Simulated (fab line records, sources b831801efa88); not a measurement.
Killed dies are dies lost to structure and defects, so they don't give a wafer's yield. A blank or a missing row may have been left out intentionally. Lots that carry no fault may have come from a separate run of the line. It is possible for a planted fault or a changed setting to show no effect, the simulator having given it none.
fab line records | flow sky130
record lots=7 wafers=18 last-day=50
route steps=708 shown VIA1@467 METAL2@483 PAD_OPEN@708
lots that met no fault: taken from a fault-free run of the same line
start-h: the number of hours between the record's first day and the start of the first shown wafer of the lot | wait-h: hours elapsed since this lot's preceding step | " repeats the value in the row above | L1.1+2: one row covering several wafers at once | - either no value or no given start | * or withheld: withheld | < > ~ a bound
route shown NAME@n: names a module that has steps shown in the file, with the first one's number in the route | usual: mean/standard deviation of fault-free wafers | same: alike in all rows | chamber/n: place in a boat | sites: per-site readings | _std_site: the standard deviation of these | _edge_site: inner sites' mean taken away from outer sites' mean | radius-mm: for every site, how far away it sits from the centre of the wafer | mask NAME#n: copy n | behind: the last tool/chamber to shape the wafer | hold: what put the lot on hold/how long, in hours/how the hold closed | device: transistor that didn't switch, given as n, p or np | end of line: tests of these same wafers at the route's end | a step with no rows: only its recipe | killed: the dies lost at the first sort to structure and to defects; this is not the yield of the wafer | map: a wafer's dies, x killed, . not, _ none there
set.NAME: the run value of the setting; set.NAME@STEP: its run value at that earlier step | model.NAME: the simulator's own value behind a step, which no gauge read
lots at selected steps of the route; one table per step, one row per wafer
services: a tool's chamber out of use, with start hour (start-h, from the record's first day; less than 0 if before it), hours out, and reason
## steps
# step SKY_VIA1_EXPOSE_09
# recipe mask-id=VIM na=0.8 source-shape=annular sigma-inner=0.55 sigma-outer=0.85 target-cd-nm=150 dose-mj=38
# step SKY_VIA1_PEB_10
# recipe peb-temp-c=withheld peb-time-s=withheld resist=KrF-thick
# step SKY_VIA1_DEVELOP_11
# recipe develop-time-s=60 resist=KrF-thick dev-temp-c=21
# step SKY_VIA1_CD_MEAS_12
# recipe target-cd-nm=150
# usual cd-nm=149.5/1.8
# columns lot.wafer tool chamber start-h wait-h cd-nm
L613.2 cd-sem-01 - 846.64 - 149.5
L613.5 " - " " 149.8
L613.6 " - " " 149.2
L616.1 cd-sem-02 - 861.82 - 149.1
L616.2 " - " " 150.9
L616.3 " - " " 148.8
L620.1 cd-sem-02 - 888.27 - 145.9
L620.6 " - " " 147.4
L623.1 cd-sem-01 - 895.72 - 147.8
L623.5 " - " " 149.8
L624.4 cd-sem-01 - 897.31 - 152.8
L624.5 " - " " 150.7
L625.1 cd-sem-01 - 915.60 - 150.6
L625.3 " - " " 150.8
L625.4 " - " " 150.8
L629.1 cd-sem-01 - 944.84 - 149.6
L629.2 " - " " 147.7
L629.4 " - " " 150.1
# step SKY_VIA1_OVL_MEAS_13
# usual VIA1_OVL=-2/4.7
# columns lot.wafer tool chamber start-h wait-h VIA1_OVL[nm]
L613.2 overlay-02 - 846.75 0.1 4
L613.5 " - " " 5
L613.6 " - " " 2
L616.1 overlay-02 - 861.94 0.1 -3
L616.2 " - " " -9
L616.3 " - " " -7
L620.1 overlay-01 - 888.39 0.1 -5
L620.6 " - " " -5
L623.1 overlay-02 - 895.84 0.1 3
L623.5 " - " " -5
L624.4 overlay-02 - 897.39 0.1 -3
L624.5 " - " " 0
L625.1 overlay-01 - 915.72 0.1 -10
L625.3 " - " " -2
L625.4 " - " " -9
L629.1 overlay-01 - 944.96 0.1 -6
L629.2 " - " " -7
L629.4 " - " " -4
# step SKY_VIA1_ETCH_14
# recipe chemistry=N2/H2 target=BARC ion-energy-ev=200 source-w=500 bias-w=100 pressure-mtorr=30 n2-flow-sccm=100 h2-flow-sccm=200 stop-on=SiO2 time-s=45.9 target-depth-a=600
# usual drypump-motor-current-A=5.6/0.43 oes-product-au=0.855/0.0049 throttle-valve-pct=13.224/0.0092
# same time-s=45.9
# columns lot.wafer tool chamber start-h wait-h drypump-motor-current-A oes-product-au rf-hours-counter-h throttle-valve-pct
L613.2 rie-diel-02 1 846.78 0.0 5.3 0.850 7 13.224
L613.5 " 0 " " 5.1 0.856 - 13.215
L613.6 " 1 " " 5.3 0.859 - 13.204
L616.1 rie-diel-01 2 861.98 0.0 5.9 0.860 11 13.219
L616.2 " 0 " " 6.6 0.852 0 13.219
L616.3 " 1 " " 6.0 0.850 4 13.230
L620.1 rie-diel-01 1 888.42 0.0 6.0 0.851 5 13.216
L620.6 " 3 " " 5.1 0.857 - 13.231
L623.1 rie-diel-04 0 895.88 0.0 5.5 0.841 12 13.235
L623.5 " 3 " " 5.5 0.857 - 13.215
L624.4 rie-diel-01 1 897.41 0.0 6.0 0.852 5 13.228
L624.5 " 3 " " 5.1 0.860 - 13.218
L625.1 rie-diel-02 3 915.76 0.0 5.2 0.851 2 13.223
L625.3 " 0 " " 5.1 0.859 16 13.226
L625.4 " 1 " " 5.3 0.854 8 13.227
L629.1 rie-diel-04 2 945.00 0.0 6.2 0.850 19 13.205
L629.2 " 0 " " 5.5 0.854 13 13.210
L629.4 " 1 " " 5.3 0.859 15 13.230
# step SKY_VIA1_ETCH_15
# recipe target=SiO2 chemistry=C4F8/O2/Ar target-depth-nm=351 stop-on=TiN mask-material=KrF-thick source-w=1500 bias-w=1200 pressure-mtorr=40 c4f8-flow-sccm=withheld O2_flow_sccm=6 Ar_flow_sccm=300 time-s=54
# usual oes-product-au=0.980/0.0067
# same time-s=54
# columns lot.wafer tool chamber start-h wait-h oes-product-au rf-hours-counter-h
L613.2 rie-diel-02 1 846.82 0.0 0.993 7
L613.5 " 0 " " 0.988 -
L613.6 " 1 " " 0.983 -
L616.1 rie-diel-01 2 862.02 0.0 0.971 11
L616.2 " 0 " " 0.978 0
L616.3 " 1 " " 0.983 4
L620.1 rie-diel-01 1 888.46 0.0 0.986 5
L620.6 " 3 " " 0.982 -
L623.1 rie-diel-04 0 895.92 0.0 0.982 12
L623.5 " 3 " " 0.986 -
L624.4 rie-diel-01 1 897.45 0.0 0.980 5
L624.5 " 3 " " 0.977 -
L625.1 rie-diel-02 3 915.80 0.0 0.985 2
L625.3 " 0 " " 0.970 16
L625.4 " 1 " " 0.973 8
L629.1 rie-diel-04 2 945.04 0.0 0.980 19
L629.2 " 0 " " 0.983 13
L629.4 " 1 " " 0.971 15
# step SKY_VIA1_STRIP_16
# recipe chemistry=O2/N2 power-w=1400 pressure-mtorr=1500 platen-temp-c=withheld o2-flow-sccm=3000 n2-flow-sccm=300 overash-fraction=0.5
# usual drypump-motor-current-A=5.8/0.52 oes-product-au=0.415/0.0049 strip-time-to-endpoint-s=4.468/0.028
# same overash-fraction=0.5
# columns lot.wafer tool chamber start-h wait-h drypump-motor-current-A oes-product-au rf-hours-counter-h strip-time-to-endpoint-s
L613.2 plasma-asher-04 1 846.86 0.0 5.0 0.413 98 4.471
L613.5 " 0 " " 6.7 0.414 - 4.462
L613.6 " 1 " " 5.0 0.411 - 4.437
L616.1 plasma-asher-03 0 862.07 0.0 6.2 0.421 10 4.462
L616.2 " 1 " " 5.8 0.414 10 4.440
L616.3 " 1 " " 5.8 0.418 - 4.460
L620.1 plasma-asher-02 1 888.51 0.0 5.7 0.422 46 4.472
L620.6 " 0 " " 5.7 0.418 - 4.506
L623.1 plasma-asher-03 1 895.97 0.0 5.8 0.411 14 4.397
L623.5 " 0 " " 6.1 0.402 - 4.432
L624.4 plasma-asher-03 0 897.53 0.1 6.1 0.419 - 4.457
L624.5 " 0 " " 6.1 0.425 - 4.487
L625.1 plasma-asher-03 1 915.85 0.0 5.8 0.409 15 4.442
L625.3 " 1 " " 5.8 0.418 - 4.469
L625.4 " 0 " " 6.2 0.420 - 4.479
L629.1 plasma-asher-02 0 945.09 0.0 5.6 0.408 52 4.438
L629.2 " 1 " " 5.7 0.409 52 4.415
L629.4 " 0 " " 5.6 0.415 - 4.460
# step SKY_VIA1_STRIP_17
# recipe chemistry=post-etch-residue-remover time-s=1200 temp-c=72.5
# step SKY_VIA1_CLEAN_18
# recipe chemistry=IPA time-s=180 temp-c=25
# step SKY_VIA1_CLEAN_19
# recipe chemistry=O3/DIW dry=n2-spin
# step SKY_VIA1_SPUTTER_20
# recipe material=TiN target-thk-nm=20 chamber-pressure-pa=5 power-w=4000 time-s=80
# usual throttle-valve-pct=30.1/0.87
# same time-s=80
# columns lot.wafer tool chamber start-h wait-h throttle-valve-pct
L613.2 pvd-sputter-01 - 847.46 0.0 30.4
L613.5 " - " " 30.8
L613.6 " - " " 29.6
L616.1 pvd-sputter-01 - 862.80 0.0 30.7
L616.2 " - " " 30.4
L616.3 " - " " 30.8
L620.1 pvd-sputter-03 - 889.19 0.0 31.1
L620.6 " - " " 27.9
L623.1 pvd-sputter-03 - 896.56 0.0 28.2
L623.5 " - " " 31.3
L624.4 pvd-sputter-01 - 898.13 0.0 30.7
L624.5 " - " " 30.5
L625.1 pvd-sputter-01 - 916.44 0.0 30.5
L625.3 " - " " 29.7
L625.4 " - " " 30.3
L629.1 pvd-sputter-03 - 945.73 0.0 30.1
L629.2 " - " " 28.1
L629.4 " - " " 30.7
# step SKY_VIA1_CVD_21
# recipe material=W target-thk-nm=270 time-s=80.902 temp-c=400 pressure-torr=40
# usual heater-power-w=907/86 susceptor-temp-C=400.03/0.23
# columns lot.wafer tool chamber start-h wait-h heater-power-w susceptor-temp-C model.W_of_VIA1_CVD_21.thk-nm
L613.2 cvd-w-02 0 847.52 0.0 838 399.91 277
L613.5 " 1 " " 1013 399.71 267.8
L613.6 " 0 " " 864 400.02 278.6
L616.1 cvd-w-01 1 862.86 0.0 917 400.29 264
L616.2 " 0 " " 772 400.22 262.3
L616.3 " 1 " " 874 399.96 264
L620.1 cvd-w-01 0 889.25 0.0 776 400.21 265.6
L620.6 " 1 " " 904 399.80 362.4
L623.1 cvd-w-01 1 896.62 0.0 911 399.78 262.6
L623.5 " 1 " " 913 400.08 361.5
L624.4 cvd-w-01 0 898.22 0.1 783 400.42 264.1
L624.5 " 0 " " 779 400.16 361.7
L625.1 cvd-w-02 0 916.62 0.2 898 400.01 271.8
L625.3 " 0 " " 893 399.99 275.3
L625.4 " 1 " " 1015 399.95 262.9
L629.1 cvd-w-02 1 945.79 0.0 1012 400.33 265.4
L629.2 " 0 " " 880 400.41 270.6
L629.4 " 0 " " 878 400.33 274.9
# step SKY_VIA1_RS_MEAS_22
# recipe thk-meas-gauge=four-point-probe reads=W_of_VIA1_CVD_21+TiN_of_VIA1_SPUTTER_20
# usual VIA1_W_RS=0.428/0.0088
# columns lot.wafer tool chamber start-h wait-h VIA1_W_RS[ohm/sq]
L613.2 film-metro-03 - 847.63 0.1 0.417
L613.5 " - " " 0.431
L613.6 " - " " 0.414
L616.1 film-metro-04 - 862.96 0.1 0.436
L616.2 " - " " 0.439
L616.3 " - " " 0.436
L620.1 film-metro-03 - 889.35 0.1 0.434
L620.6 " - " " 0.316
L623.1 film-metro-03 - 896.71 0.1 0.439
L623.5 " - " " 0.317
L624.4 film-metro-04 - 898.35 0.1 0.436
L624.5 " - " " 0.317
L625.1 film-metro-01 - 916.71 0.1 0.424
L625.3 " - " " 0.418
L625.4 " - " " 0.438
L629.1 film-metro-03 - 945.88 0.1 0.434
L629.2 " - " " 0.426
L629.4 " - " " 0.419
# step SKY_VIA1_THK_MEAS_23
# recipe thk-meas-gauge=xrf reads=W_of_VIA1_CVD_21
# usual VIA1_W_THK=265/6
# columns lot.wafer tool chamber start-h wait-h VIA1_W_THK[nm]
L613.2 film-metro-03 - 847.74 0.1 269
L613.5 " - " " 261
L613.6 " - " " 272
L616.1 film-metro-04 - 863.08 0.1 261
L616.2 " - " " 259
L616.3 " - " " 262
L620.1 film-metro-03 - 889.47 0.1 260
L620.6 " - " " 351
L623.1 film-metro-03 - 896.83 0.1 256
L623.5 " - " " 352
L624.4 film-metro-04 - 898.44 0.1 260
L624.5 " - " " 355
L625.1 film-metro-01 - 916.83 0.1 272
L625.3 " - " " 276
L625.4 " - " " 263
L629.1 film-metro-03 - 946.00 0.1 257
L629.2 " - " " 264
L629.4 " - " " 267
# step SKY_VIA1_CMP_24
# recipe stop-on=SiO2 t-overpolish-s=15 down-force-psi=3.5 platen-rpm=60 target-thk-nm=0 pad-velocity-m-s=0.94248
# usual head-pressure-psi=3.500/0.0084 motor-current-A=10.8/1.2 time-to-endpoint-s=66/4.9
# columns lot.wafer tool chamber start-h wait-h head-pressure-psi motor-current-A time-to-endpoint-s
L613.2 cmp-01 2 847.94 0.2 3.491 12.2 64
L613.6 " 3 " " 3.512 11.0 60
L613.5 " 0 " " 3.505 12.3 65
L616.1 cmp-02 3 863.14 0.1 3.505 11.1 62
L616.3 " 1 " " 3.492 8.2 65
L616.2 " 2 " " 3.497 11.7 70
L620.1 cmp-02 2 889.53 0.1 3.480 10.9 71
L620.6 " 2 " " 3.492 11.0 94
L623.1 cmp-01 0 896.89 0.1 3.496 12.7 64
L623.5 " 0 " " 3.499 12.6 89
L624.4 cmp-02 3 898.52 0.1 3.511 10.3 59
L624.5 " 2 " " 3.515 10.5 91
L625.1 cmp-01 3 916.89 0.1 3.496 10.5 64
L625.4 " 0 " " 3.496 12.7 69
L625.3 " 1 " " 3.492 10.9 71
L629.2 cmp-01 3 946.25 0.2 3.492 10.3 59
L629.4 " 0 " " 3.500 12.6 66
L629.1 " 1 " " 3.501 10.8 66
# step SKY_METAL2_SPUTTER_00
# recipe material=Ti target-thk-nm=15 power-w=3000 time-s=10 chamber-pressure-pa=0.4
# usual throttle-valve-pct=29.9/0.94
# same time-s=10
# columns lot.wafer tool chamber start-h wait-h throttle-valve-pct
L613.2 pvd-sputter-03 - 848.09 0.1 29.9
L613.5 " - " " 31.5
L613.6 " - " " 28.4
L616.1 pvd-sputter-03 - 863.44 0.2 30.0
L616.2 " - " " 28.4
L616.3 " - " " 30.6
L620.1 pvd-sputter-02 - 889.83 0.2 29.4
L620.6 " - " " 28.6
L623.1 pvd-sputter-02 - 897.19 0.2 29.5
L623.5 " - " " 31.2
L624.4 pvd-sputter-02 - 898.77 0.2 29.9
L624.5 " - " " 30.2
L625.1 pvd-sputter-04 - 917.19 0.2 29.4
L625.3 " - " " 29.6
L625.4 " - " " 29.8
L629.1 pvd-sputter-04 - 946.55 0.1 30.3
L629.2 " - " " 29.9
L629.4 " - " " 29.2
# step SKY_PAD_OPEN_PROBE_99
# usual defect-limited-yield=82.2/1.8 killed_at_M0_to_M3=42/6.1 killed_at_M4_up=3.3/1.7 killed-at-contacts=25/5.4 killed-at-front-end=16/4.6 killed-at-other=0.4/0.55 killed-dies=87/8.8 killed-open=47/7.1 killed-short=40/5.8 sort_bin_3_pad_short=0.9/0.45 sort_bin_5_function=10.7/1.4 sort_bin_6_memory=6.2/1.2 sort-n-pass=405/8.8 sort-yield-pct=82.2/1.8
# same gross-dies=492 killed-at-back-side=0 sort_bin_4_leakage[%]=0 sort_bin_8_speed[%]=0
# columns lot.wafer tool chamber start-h wait-h defect-limited-yield[%] killed_at_M0_to_M3 killed_at_M4_up killed-at-contacts killed-at-front-end killed-at-other killed-dies killed-open killed-short sort_bin_3_pad_short[%] sort_bin_5_function[%] sort_bin_6_memory[%] sort-n-pass sort-yield-pct[%]
L624.5 prober-02 - 1155.88 0.2 81.7 38 2 35 15 0 90 39 51 1.0 10.8 6.5 402 81.7
# killed by level:class
L624.5 CONTACT:geometric-particle:short=11 VIA2:geometric-particle:open=8 LOCAL_INTERCONNECT:geometric-particle:short=7 CONTACT:geometric-particle:open=7 FIELD_ISO:geometric-particle:open=5 LI_CONTACT:geometric-particle:short=5 LI_CONTACT:geometric-particle:open=5 METAL1:geometric-particle:short=5
## services
# columns tool chamber start-h hours kind
rie-diel-02 3 830.95 - clean
rie-diel-02 3 830.95 13.7 scheduled-down
rie-diel-02 3 830.95 13.7 vent-cycle
pvd-sputter-02 - 832.97 3.7 repair
rie-diel-01 0 841.24 - clean
rie-diel-01 0 841.24 17.1 scheduled-down
rie-diel-01 0 841.24 17.1 vent-cycle
cmp-01 - 844.00 0.2 repair
cmp-02 - 849.99 1.4 repair
cmp-02 - 855.26 1.8 repair
rie-diel-01 3 858.30 - clean
rie-diel-01 3 858.30 21.2 scheduled-down
rie-diel-01 3 858.30 21.2 vent-cycle
pvd-sputter-02 - 861.77 9.4 repair
rie-diel-01 1 871.98 7.4 repair
cmp-02 - 877.77 1.3 repair
rie-diel-01 - 882.14 0.1 repair
cvd-w-01 - 904.00 14.0 pm
cvd-w-01 0 904.00 14.0 vent-cycle
rie-diel-02 1 906.71 4.5 repair
cmp-02 - 912.00 4.0 pm
cvd-w-02 - 913.86 0.3 repair
plasma-asher-03 - 925.20 2.8 pm
pvd-sputter-02 - 937.08 8.5 repair
## key
first-sign step=SKY_VIA1_RS_MEAS_22 reading=VIA1_W_RS direction=down sigmas=13 usual=0.428 struck=0.317
effect step=SKY_VIA1_THK_MEAS_23 reading=VIA1_W_THK direction=up sigmas=15 usual=265 struck=353
effect step=SKY_VIA1_CMP_24 reading=time-to-endpoint-s direction=up sigmas=5.2 usual=* struck=*
model-effect step=SKY_VIA1_CVD_21 value=W_of_VIA1_CVD_21.thk-nm without=264.1 struck=361.9
met-at SKY_VIA1_CVD_21
struck-wafers L620.6,L623.5,L624.5
onset-between 862.86 889.25
fault kind=process-parameter-drift tool=cvd-w-01 chamber=- onset-h=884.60 steps=SKY_VIA1_CVD_21 channel=target-thk-nm offset=98.401 shape=step end-h=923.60 scope=struck-wafers-only acts-in=these-recipes-only stated=270
